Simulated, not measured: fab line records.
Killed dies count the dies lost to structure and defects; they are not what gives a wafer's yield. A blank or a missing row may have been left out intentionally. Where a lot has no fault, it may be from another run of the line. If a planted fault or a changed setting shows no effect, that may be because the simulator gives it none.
Which tool was responsible? || flow gf180mcu || 13 lots, 37 wafers sampled, at 6 steps of a route of 602

## WHAT EACH GAUGE READ, for each wafer
GF_V3_THK_MEAS_01.
{"lot": "L758", "measured": "day 21 09:52", "on": "film_metro-02", "V3_CVD_00_THK (nm)": "601 600"}
{"lot": "L759", "measured": "day 21 18:36", "on": "film_metro-01", "V3_CVD_00_THK (nm)": "599 600 604"}
{"lot": "L760", "measured": "day 22 05:41", "on": "film_metro-01", "V3_CVD_00_THK (nm)": "607 597 597"}
{"lot": "L761", "measured": "day 22 12:29", "on": "film_metro-04", "V3_CVD_00_THK (nm)": "605 604 604"}
{"lot": "L764", "measured": "day 23 17:26", "on": "film_metro-02", "V3_CVD_00_THK (nm)": "1210 1208 1212"}
{"lot": "L767", "measured": "day 24 16:38", "on": "film_metro-04", "V3_CVD_00_THK (nm)": "1194 1184 1195"}
{"lot": "L773", "measured": "day 26 12:36", "on": "film_metro-02", "V3_CVD_00_THK (nm)": "598 595 593"}
{"lot": "L774", "measured": "day 26 16:31", "on": "film_metro-04", "V3_CVD_00_THK (nm)": "596 598 600"}
{"lot": "L776", "measured": "day 27 11:39", "on": "film_metro-01", "V3_CVD_00_THK (nm)": "610 599 605"}
{"lot": "L777", "measured": "day 27 18:14", "on": "film_metro-04", "V3_CVD_00_THK (nm)": "605 604 598"}
{"lot": "L778", "measured": "day 28 01:52", "on": "film_metro-04", "V3_CVD_00_THK (nm)": "609 613"}
{"lot": "L779", "measured": "day 28 04:50", "on": "film_metro-01", "V3_CVD_00_THK (nm)": "605 601 605"}
{"lot": "L781", "measured": "day 28 20:28", "on": "film_metro-01", "V3_CVD_00_THK (nm)": "593 602 601"}

GF_V3_BOW_MEAS_05.
{"lot": "L758", "measured": "day 21 10:21", "on": "film_metro-02", "V3_BOW (um)": "121 106"}
{"lot": "L759", "measured": "day 21 19:06", "on": "film_metro-02", "V3_BOW (um)": "105 104 108"}
{"lot": "L760", "measured": "day 22 06:11", "on": "film_metro-04", "V3_BOW (um)": "108 117 105"}
{"lot": "L761", "measured": "day 22 12:59", "on": "film_metro-04", "V3_BOW (um)": "120 104 112"}
{"lot": "L764", "measured": "day 23 17:55", "on": "film_metro-04", "V3_BOW (um)": "138 148 146"}
{"lot": "L767", "measured": "day 24 17:08", "on": "film_metro-04", "V3_BOW (um)": "156 152 151"}
{"lot": "L773", "measured": "day 26 13:05", "on": "film_metro-01", "V3_BOW (um)": "120 111 124"}
{"lot": "L774", "measured": "day 26 17:17", "on": "film_metro-04", "V3_BOW (um)": "121 125 113"}
{"lot": "L776", "measured": "day 27 12:09", "on": "film_metro-02", "V3_BOW (um)": "116 124 117"}
{"lot": "L777", "measured": "day 27 18:46", "on": "film_metro-01", "V3_BOW (um)": "116 128 116"}
{"lot": "L778", "measured": "day 28 02:21", "on": "film_metro-04", "V3_BOW (um)": "116 117"}
{"lot": "L779", "measured": "day 28 05:20", "on": "film_metro-02", "V3_BOW (um)": "106 107 104"}
{"lot": "L781", "measured": "day 28 20:59", "on": "film_metro-01", "V3_BOW (um)": "119 129 111"}

## EACH LOT AND THE TOOL THAT RAN IT (in order: tool; ch and the chambers of the sampled wafers; start)
{"lot": "L758", "GF_V2_SPUTTER_21": "pvd_sputter-03, day 20 07:40", "GF_V2_CVD_23": "cvd_w-02 ch 0,1, day 20 07:46", "GF_M3_SPUTTER_01": "pvd_sputter-04, day 20 08:28", "GF_V3_CVD_00": "hdpcvd-02 ch 0, day 21 09:47"}
{"lot": "L759", "GF_V2_SPUTTER_21": "pvd_sputter-02, day 20 16:22", "GF_V2_CVD_23": "cvd_w-02 ch 0, day 20 16:31", "GF_M3_SPUTTER_01": "pvd_sputter-04, day 20 17:17", "GF_V3_CVD_00": "hdpcvd-02 ch 0,2, day 21 18:31"}
{"lot": "L760", "GF_V2_SPUTTER_21": "pvd_sputter-02, day 21 04:32", "GF_V2_CVD_23": "cvd_w-01 ch 0,1, day 21 04:40", "GF_M3_SPUTTER_01": "pvd_sputter-02, day 21 05:20", "GF_V3_CVD_00": "hdpcvd-02 ch 0,1,2, day 22 05:35"}
{"lot": "L761", "GF_V2_SPUTTER_21": "pvd_sputter-03, day 21 09:58", "GF_V2_CVD_23": "cvd_w-02 ch 0,1, day 21 10:04", "GF_M3_SPUTTER_01": "pvd_sputter-02, day 21 11:03", "GF_V3_CVD_00": "hdpcvd-02 ch 1,2, day 22 12:25"}
{"lot": "L764", "GF_V2_SPUTTER_21": "pvd_sputter-02, day 22 16:01", "GF_V2_CVD_23": "cvd_w-02 ch 0,1, day 22 16:07", "GF_M3_SPUTTER_01": "pvd_sputter-01, day 22 16:49", "GF_V3_CVD_00": "hdpcvd-01 ch 0,1,2, day 23 17:04"}
{"lot": "L767", "GF_V2_SPUTTER_21": "pvd_sputter-02, day 23 16:28", "GF_V2_CVD_23": "cvd_w-02 ch 0,1, day 23 16:34", "GF_M3_SPUTTER_01": "pvd_sputter-04, day 23 17:15", "GF_V3_CVD_00": "hdpcvd-02 ch 0,1,2, day 24 16:20"}
{"lot": "L773", "GF_V2_SPUTTER_21": "pvd_sputter-02, day 25 13:46", "GF_V2_CVD_23": "cvd_w-01 ch 0,1, day 25 13:52", "GF_M3_SPUTTER_01": "pvd_sputter-02, day 25 14:34", "GF_V3_CVD_00": "hdpcvd-01 ch 0,1, day 26 12:31"}
{"lot": "L774", "GF_V2_SPUTTER_21": "pvd_sputter-02, day 25 17:49", "GF_V2_CVD_23": "cvd_w-01 ch 0,1, day 25 17:55", "GF_M3_SPUTTER_01": "pvd_sputter-04, day 25 18:37", "GF_V3_CVD_00": "hdpcvd-01 ch 0,1, day 26 16:25"}
{"lot": "L776", "GF_V2_SPUTTER_21": "pvd_sputter-01, day 26 13:17", "GF_V2_CVD_23": "cvd_w-02 ch 0,1, day 26 13:23", "GF_M3_SPUTTER_01": "pvd_sputter-02, day 26 14:05", "GF_V3_CVD_00": "hdpcvd-01 ch 0,1,2, day 27 11:34"}
{"lot": "L777", "GF_V2_SPUTTER_21": "pvd_sputter-01, day 26 20:26", "GF_V2_CVD_23": "cvd_w-01 ch 0,1, day 26 20:32", "GF_M3_SPUTTER_01": "pvd_sputter-01, day 26 21:13", "GF_V3_CVD_00": "hdpcvd-01 ch 0,1,2, day 27 18:10"}
{"lot": "L778", "GF_V2_SPUTTER_21": "pvd_sputter-01, day 27 03:44", "GF_V2_CVD_23": "cvd_w-01 ch 1, day 27 03:50", "GF_M3_SPUTTER_01": "pvd_sputter-04, day 27 04:31", "GF_V3_CVD_00": "hdpcvd-01 ch 0,1, day 28 01:47"}
{"lot": "L779", "GF_V2_SPUTTER_21": "pvd_sputter-03, day 27 07:35", "GF_V2_CVD_23": "cvd_w-01 ch 0,1, day 27 07:43", "GF_M3_SPUTTER_01": "pvd_sputter-01, day 27 08:23", "GF_V3_CVD_00": "hdpcvd-01 ch 0,1, day 28 04:44"}
{"lot": "L781", "GF_V2_SPUTTER_21": "pvd_sputter-01, day 27 23:18", "GF_V2_CVD_23": "cvd_w-02 ch 0,1, day 27 23:27", "GF_M3_SPUTTER_01": "pvd_sputter-02, day 28 00:06", "GF_V3_CVD_00": "hdpcvd-02 ch 0,1,2, day 28 20:22"}
- GF_V2_SPUTTER_21: material Ti, target thk 15 nm, time 80.02 s.
- GF_V2_CVD_23: deposits W, target thk 350 nm, time 104.94 s.
- GF_M3_SPUTTER_01: material TiN, target thk 30 nm, time 25 s.
- GF_V3_CVD_00: deposits SiO2, target thk 600 nm, time 100 s.

## AS READ BY THE TOOLS THEMSELVES (means over the sampled wafers that have a number; for cases with no such wafer, the mark the record gives instead)
GF_V2_SPUTTER_21.
{"lot": "L758", "tool": "pvd_sputter-03", "substrate_temp_c (C)": 199.75, "throttle_valve_pct (%)": 30.0}
{"lot": "L759", "tool": "pvd_sputter-02", "substrate_temp_c (C)": 200.28, "throttle_valve_pct (%)": 29.5}
{"lot": "L760", "tool": "pvd_sputter-02", "substrate_temp_c (C)": 200.01, "throttle_valve_pct (%)": 29.5}
{"lot": "L761", "tool": "pvd_sputter-03", "substrate_temp_c (C)": 199.88, "throttle_valve_pct (%)": 29.7}
{"lot": "L764", "tool": "pvd_sputter-02", "substrate_temp_c (C)": 199.89, "throttle_valve_pct (%)": 29.4}
{"lot": "L767", "tool": "pvd_sputter-02", "substrate_temp_c (C)": 200.11, "throttle_valve_pct (%)": 29.3}
{"lot": "L773", "tool": "pvd_sputter-02", "substrate_temp_c (C)": 199.92, "throttle_valve_pct (%)": 29.2}
{"lot": "L774", "tool": "pvd_sputter-02", "substrate_temp_c (C)": 200.12, "throttle_valve_pct (%)": 29.2}
{"lot": "L776", "tool": "pvd_sputter-01", "substrate_temp_c (C)": 200.04, "throttle_valve_pct (%)": 29.9}
{"lot": "L777", "tool": "pvd_sputter-01", "substrate_temp_c (C)": 200.08, "throttle_valve_pct (%)": 29.0}
{"lot": "L778", "tool": "pvd_sputter-01", "substrate_temp_c (C)": 199.92, "throttle_valve_pct (%)": 30.3}
{"lot": "L779", "tool": "pvd_sputter-03", "substrate_temp_c (C)": 200.10, "throttle_valve_pct (%)": 28.8}
{"lot": "L781", "tool": "pvd_sputter-01", "substrate_temp_c (C)": 200.16, "throttle_valve_pct (%)": 30.5}

GF_V2_CVD_23.
{"lot": "L758", "tool": "cvd_w-02", "heater_power_w (W)": 703}
{"lot": "L759", "tool": "cvd_w-02", "heater_power_w (W)": 710}
{"lot": "L760", "tool": "cvd_w-01", "heater_power_w (W)": 829}
{"lot": "L761", "tool": "cvd_w-02", "heater_power_w (W)": 707}
{"lot": "L764", "tool": "cvd_w-02", "heater_power_w (W)": 702}
{"lot": "L767", "tool": "cvd_w-02", "heater_power_w (W)": 697}
{"lot": "L773", "tool": "cvd_w-01", "heater_power_w (W)": 833}
{"lot": "L774", "tool": "cvd_w-01", "heater_power_w (W)": 843}
{"lot": "L776", "tool": "cvd_w-02", "heater_power_w (W)": 701}
{"lot": "L777", "tool": "cvd_w-01", "heater_power_w (W)": 853}
{"lot": "L778", "tool": "cvd_w-01", "heater_power_w (W)": 880}
{"lot": "L779", "tool": "cvd_w-01", "heater_power_w (W)": 849}
{"lot": "L781", "tool": "cvd_w-02", "heater_power_w (W)": 710}

GF_M3_SPUTTER_01.
{"lot": "L758", "tool": "pvd_sputter-04", "throttle_valve_pct (%)": 31.4}
{"lot": "L759", "tool": "pvd_sputter-04", "throttle_valve_pct (%)": 31.1}
{"lot": "L760", "tool": "pvd_sputter-02", "throttle_valve_pct (%)": 29.5}
{"lot": "L761", "tool": "pvd_sputter-02", "throttle_valve_pct (%)": 29.0}
{"lot": "L764", "tool": "pvd_sputter-01", "throttle_valve_pct (%)": 29.9}
{"lot": "L767", "tool": "pvd_sputter-04", "throttle_valve_pct (%)": 31.1}
{"lot": "L773", "tool": "pvd_sputter-02", "throttle_valve_pct (%)": 28.8}
{"lot": "L774", "tool": "pvd_sputter-04", "throttle_valve_pct (%)": 31.8}
{"lot": "L776", "tool": "pvd_sputter-02", "throttle_valve_pct (%)": 29.6}
{"lot": "L777", "tool": "pvd_sputter-01", "throttle_valve_pct (%)": 27.8}
{"lot": "L778", "tool": "pvd_sputter-04", "throttle_valve_pct (%)": 31.5}
{"lot": "L779", "tool": "pvd_sputter-01", "throttle_valve_pct (%)": 30.4}
{"lot": "L781", "tool": "pvd_sputter-02", "throttle_valve_pct (%)": 29.2}

## THE ANSWER, worked out from the rows above alone
Rule: usual is defined by the lots themselves. The widest of any qualifying gaps counts: lots, ordered by their means at a reading, are off when they make up no more than a third of the lots, leave a main group of 4 or more, and stand apart from it by 3 or more times the standard deviation of that group's means. The tables above print the reading to a certain number of digits; a main group whose means all agree to those digits is not used. Also off: a lot with no number at a reading for which 4 or more lots have one. All remaining lots with rows at the step are treated as sound. The gauges are gone through in route order, then the tools' own readings, and for those a lot's mean is taken as printed above. The first step at which some lot is off is used, and at that step the reading that is off furthest; a lot without a number counts as furthest.
Off: at GF_V3_THK_MEAS_01 (V3_CVD_00_THK), L764, L767. The main group: mean 602 nm, standard deviation 4.
If a tool, at a process step before that reading, ran all the lots that are off and no sound lot after the first of them, it fits. The gauges at GF_V3_THK_MEAS_01 are tried like those tools. Not one of the candidates tried fits.

## WHAT THE SIMULATOR HAD INSERTED
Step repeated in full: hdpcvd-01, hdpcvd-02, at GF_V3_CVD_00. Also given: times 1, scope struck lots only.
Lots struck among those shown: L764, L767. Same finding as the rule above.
